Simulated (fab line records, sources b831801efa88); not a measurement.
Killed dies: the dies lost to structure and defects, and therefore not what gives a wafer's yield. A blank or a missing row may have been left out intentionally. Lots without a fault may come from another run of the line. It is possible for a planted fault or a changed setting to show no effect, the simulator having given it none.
Which of the tools did it? ; flow sky130 ; 33 wafers from 11 lots sampled at 5 of the route's 708 steps

## WHAT EACH GAUGE READ, for each wafer
SKY_VIA4_THK_MEAS_01.
lot;measured;on;VIA4_HDPCVD_THK (nm)
L769;day 42 18:02;film_metro-04;1755 1772 1754
L770;day 43 01:02;film_metro-02;1768 1779 1746
L773;day 43 03:14;film_metro-04;1768 1763 1778
L774;day 43 04:08;film_metro-01;1764 1744 1734
L779;day 44 13:43;film_metro-02;1764 1752 1747
L781;day 45 04:35;film_metro-02;1744 1764 1740
L783;day 45 08:43;film_metro-02;1738 1756 1738
L784;day 45 14:19;film_metro-02;1792 1765 1758
L785;day 46 06:12;film_metro-01;1748 1742 1756
L787;day 47 04:33;film_metro-01;1777 1746 1767
L791;day 47 10:06;film_metro-01;1754 1749 1745

## WHICH TOOL RAN EACH LOT (tool, then ch and the chambers of the sampled wafers, then the start)
lot;SKY_METAL4_SPUTTER_04;SKY_CAP2M_STRIP_14;SKY_METAL4_ETCH_16;SKY_METAL4_ETCH_17
L769;pvd_sputter-01, day 40 17:59;plasma_asher-02 ch 0,1, day 41 17:34;rie_metal-02 ch 0,1, day 42 16:56;rie_diel-03 ch 1,3, day 42 17:02
L770;pvd_sputter-01, day 41 00:25;plasma_asher-02 ch 0,1, day 41 23:31;rie_metal-02 ch 1, day 42 23:47;rie_diel-03 ch 1,3, day 42 23:53
L773;pvd_sputter-04, day 41 02:22;plasma_asher-03 ch 0,1, day 42 01:31;rie_metal-01 ch 0, day 43 02:03;rie_diel-01 ch 0,1,3, day 43 02:13
L774;pvd_sputter-01, day 41 02:43;plasma_asher-02 ch 0,1, day 42 02:37;rie_metal-01 ch 0, day 43 02:58;rie_diel-01 ch 0,2,3, day 43 03:10
L779;pvd_sputter-03, day 42 14:23;plasma_asher-03 ch 0,1, day 43 13:28;rie_metal-01 ch 0,1, day 44 12:38;rie_diel-02 ch 2,3, day 44 12:44
L781;pvd_sputter-03, day 43 05:20;plasma_asher-04 ch 0,1, day 44 04:40;rie_metal-01 ch 0,1, day 45 03:29;rie_diel-03 ch 1,3, day 45 03:35
L783;pvd_sputter-01, day 43 10:38;plasma_asher-02 ch 0,1, day 44 09:16;rie_metal-04 ch 1, day 45 07:38;rie_diel-02 ch 0,1, day 45 07:44
L784;pvd_sputter-04, day 43 18:01;plasma_asher-03 ch 0,1, day 44 16:29;rie_metal-02 ch 0,1, day 45 13:16;rie_diel-03 ch 0,1,3, day 45 13:20
L785;pvd_sputter-03, day 44 08:43;plasma_asher-03 ch 0,1, day 45 07:04;rie_metal-02 ch 0,1, day 46 05:08;rie_diel-01 ch 1,2, day 46 05:14
L787;pvd_sputter-01, day 45 07:38;plasma_asher-04 ch 0,1, day 46 05:25;rie_metal-02 ch 0,1, day 47 03:29;rie_diel-02 ch 2,3, day 47 03:35
L791;pvd_sputter-01, day 45 13:52;plasma_asher-02 ch 0,1, day 46 11:31;rie_metal-04 ch 0,1, day 47 09:02;rie_diel-02 ch 0,2,3, day 47 09:08
- SKY_METAL4_SPUTTER_04: material TiN, target thk 70 nm, time 58.3 s.
- SKY_CAP2M_STRIP_14: strips in O2/N2.
- SKY_METAL4_ETCH_16: etches BARC in N2/H2, stops on SiO2, time 88.2 s, target depth 60 nm.
- SKY_METAL4_ETCH_17: etches SiO2 in C4F8/O2/Ar, stops on TiN, time 3.9 s, target depth 15 nm.

## AS READ BY THE TOOLS THEMSELVES (means over the sampled wafers that have a number; for cases with no such wafer, the mark the record gives instead)
SKY_METAL4_SPUTTER_04.
lot;tool;throttle_valve_pct (%)
L769;pvd_sputter-01;30.2
L770;pvd_sputter-01;30.4
L773;pvd_sputter-04;29.8
L774;pvd_sputter-01;30.4
L779;pvd_sputter-03;30.1
L781;pvd_sputter-03;29.8
L783;pvd_sputter-01;30.4
L784;pvd_sputter-04;29.3
L785;pvd_sputter-03;29.5
L787;pvd_sputter-01;30.5
L791;pvd_sputter-01;30.4

SKY_CAP2M_STRIP_14.
lot;tool;drypump_motor_current_A (A);n2_flow_sccm (sccm);oes_product_au (a.u.);strip_time_to_endpoint_s (s)
L769;plasma_asher-02;6.3;299.7;0.713;12.64
L770;plasma_asher-02;6.6;300.4;0.710;12.63
L773;plasma_asher-03;5.6;300.2;0.710;12.67
L774;plasma_asher-02;6.3;300.4;0.706;12.70
L779;plasma_asher-03;5.6;299.5;0.708;12.64
L781;plasma_asher-04;6.3;300.4;0.708;12.57
L783;plasma_asher-02;6.3;299.8;0.712;12.64
L784;plasma_asher-03;5.5;300.7;0.708;12.68
L785;plasma_asher-03;5.5;300.0;0.710;12.70
L787;plasma_asher-04;6.3;299.6;0.710;12.61
L791;plasma_asher-02;6.5;298.5;0.708;12.65

SKY_METAL4_ETCH_16.
lot;tool;drypump_motor_current_A (A);n2_flow_sccm (sccm);oes_product_au (a.u.);run_length_s (s);throttle_valve_pct (%)
L769;rie_metal-02;5.2;100.05;0.622;117.0;13.208
L770;rie_metal-02;5.8;100.22;0.625;117.0;13.196
L773;rie_metal-01;6.0;100.17;0.622;116.5;13.202
L774;rie_metal-01;6.0;99.59;0.619;116.5;13.210
L779;rie_metal-01;6.3;99.68;0.574;138.5;13.203
L781;rie_metal-01;6.3;99.62;0.581;138.6;13.200
L783;rie_metal-04;6.5;99.80;0.624;117.1;13.198
L784;rie_metal-02;5.5;100.09;0.630;117.2;13.221
L785;rie_metal-02;5.2;100.24;0.622;116.9;13.194
L787;rie_metal-02;5.2;100.13;0.623;117.1;13.193
L791;rie_metal-04;6.4;99.84;0.624;117.3;13.205

SKY_METAL4_ETCH_17.
lot;tool;oes_product_au (a.u.)
L769;rie_diel-03;0.753
L770;rie_diel-03;0.759
L773;rie_diel-01;0.750
L774;rie_diel-01;0.754
L779;rie_diel-02;0.736
L781;rie_diel-03;0.727
L783;rie_diel-02;0.742
L784;rie_diel-03;0.753
L785;rie_diel-01;0.754
L787;rie_diel-02;0.756
L791;rie_diel-02;0.760

## THE ANSWER, worked out from the rows above alone
Rule: the lots themselves supply what counts as usual. The widest of any qualifying gaps counts: lots, ordered by their means at a reading, are off when they make up no more than a third of the lots, leave a main group of 4 or more, and stand apart from it by 3 or more times the standard deviation of that group's means. A main group whose means are all the same, to the digits that the tables above print for the reading, isn't used. A lot without any number at a reading at which 4 lots or more have one is off too. Where the step has rows for the other lots, those lots are counted as sound. First the gauges in route order, then the tools' own readings, where a lot's mean is used as printed above. The first step at which some lot is off is used, and at that step the reading that is off furthest; a lot without a number counts as furthest.
Off at SKY_METAL4_ETCH_16 (run_length_s): L779, L781. Mean 117.0 s and standard deviation 0.27 in the main group.
A tool fits if, at that step or a process step before it, it ran every lot that is off, and no sound lot after the first of them. One fits: SKY_METAL4_ETCH_16 on rie_metal-01. A fault onset in the window from L774 (day 43 02:58, its last sound lot) to L779 (day 44 12:38, its first lot off) fits.
The tool's own readings at SKY_METAL4_ETCH_16 bear it out: on the lots that are off they differ by more than 5 times the standard deviation of the sound lots' means. oes_product_au reads 0.577 a.u. there against 0.623 a.u. on the sound lots; run_length_s reads 138.6 s there against 117.0 s on the sound lots.

## WHAT THE SIMULATOR PUT IN
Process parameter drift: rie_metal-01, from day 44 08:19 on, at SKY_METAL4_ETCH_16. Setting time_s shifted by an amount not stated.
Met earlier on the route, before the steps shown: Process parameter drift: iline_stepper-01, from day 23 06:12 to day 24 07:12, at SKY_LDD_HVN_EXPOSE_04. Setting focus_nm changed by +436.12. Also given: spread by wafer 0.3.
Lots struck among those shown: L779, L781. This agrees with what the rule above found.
